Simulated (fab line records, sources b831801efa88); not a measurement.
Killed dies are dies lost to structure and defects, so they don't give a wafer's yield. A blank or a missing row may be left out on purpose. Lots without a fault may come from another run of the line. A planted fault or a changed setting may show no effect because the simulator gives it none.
Problem report in the 8D (eight disciplines) form, filled by code | flow sky130 | the parts of the form that need people (team, actions taken, sign-off) are left out

1. THE PROBLEM
heater_power_total_W at SKY_METAL5_SOFTBAKE_10 reads a mean of 58.49 W on 6 wafers of 2 lots; wafers without a fault read 56.60 W with a standard deviation of 0.044. That is +43 standard deviations from the usual mean.
The step: time 60 s.
First seen on wafer L346.2, day 48 08:56, on litho_track-01. The record holds 42 wafers of 14 lots with a number at this step. Rule for "out", or "out of limits": more than 4 standard deviations from the usual mean. The other wafers with a number count as sound.

2. WHAT IT IS AND WHAT IT IS NOT
question                    | is                                 | is not
which readings at this step | heater_power_total_W, plate_temp_C | -
which lots                  | L346, L349                         | L332, L333, L335, L336, L337, L338, L339, L340, L351, L352, L353, L354
which wafers of those lots  | all that have a number             | -
read on which tools         | litho_track-01                     | litho_track-03, litho_track-04
when                        | from day 48 08:56                  | up to then (24 sound wafers); but 12 sound wafers of L351, L352, L353, L354 came after

3. SUSPECTS, AND WHAT RULES EACH OUT
Counting: a tool at a process step up to the reading stays a suspect if it ran every lot that is out and no sound lot after the first of them.
- litho_track-01 at SKY_METAL5_SOFTBAKE_10 (time 60 s): kept. It ran every lot that is out, first L346 (day 48 08:56), and no sound lot after that; its last sound lot up to then is L337 (day 44 11:58). Its own readings are out on those wafers: heater_power_total_W, plate_temp_C.
Left after counting: litho_track-01 at SKY_METAL5_SOFTBAKE_10.

4. THE CAUSE (what the simulator had put in)
Process parameter drift: litho_track-01, from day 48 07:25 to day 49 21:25, at SKY_METAL5_SOFTBAKE_10. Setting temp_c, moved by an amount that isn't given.
Counting left only this tool.

5. THE CHAIN OF EFFECTS, in route order
Each row: a reading whose mean over the struck wafers that have a number lies more than 3 standard deviations from the usual. Only readings for which the record gives a usual standard deviation are gone through. hours: the time from each lot's start at the first step in this table that gives one to its start at this step, as a median over the lots. sigmas: the change in usual standard deviations.
hours | step                   | reading              | usual   | on struck wafers | change | sigmas
0     | SKY_METAL5_SOFTBAKE_10 | heater_power_total_W | 56.60 W | 58.49            | +1.89  | +43
0     | SKY_METAL5_SOFTBAKE_10 | plate_temp_C         | 89.99 C | 92.14            | +2.15  | +17
The process steps in it:
- SKY_METAL5_SOFTBAKE_10: time 60 s.

6. WHAT WOULD HAVE CAUGHT IT SOONER
In this record the first reading out of limits was taken at day 48 08:56, 2 hours after the fault began at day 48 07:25.
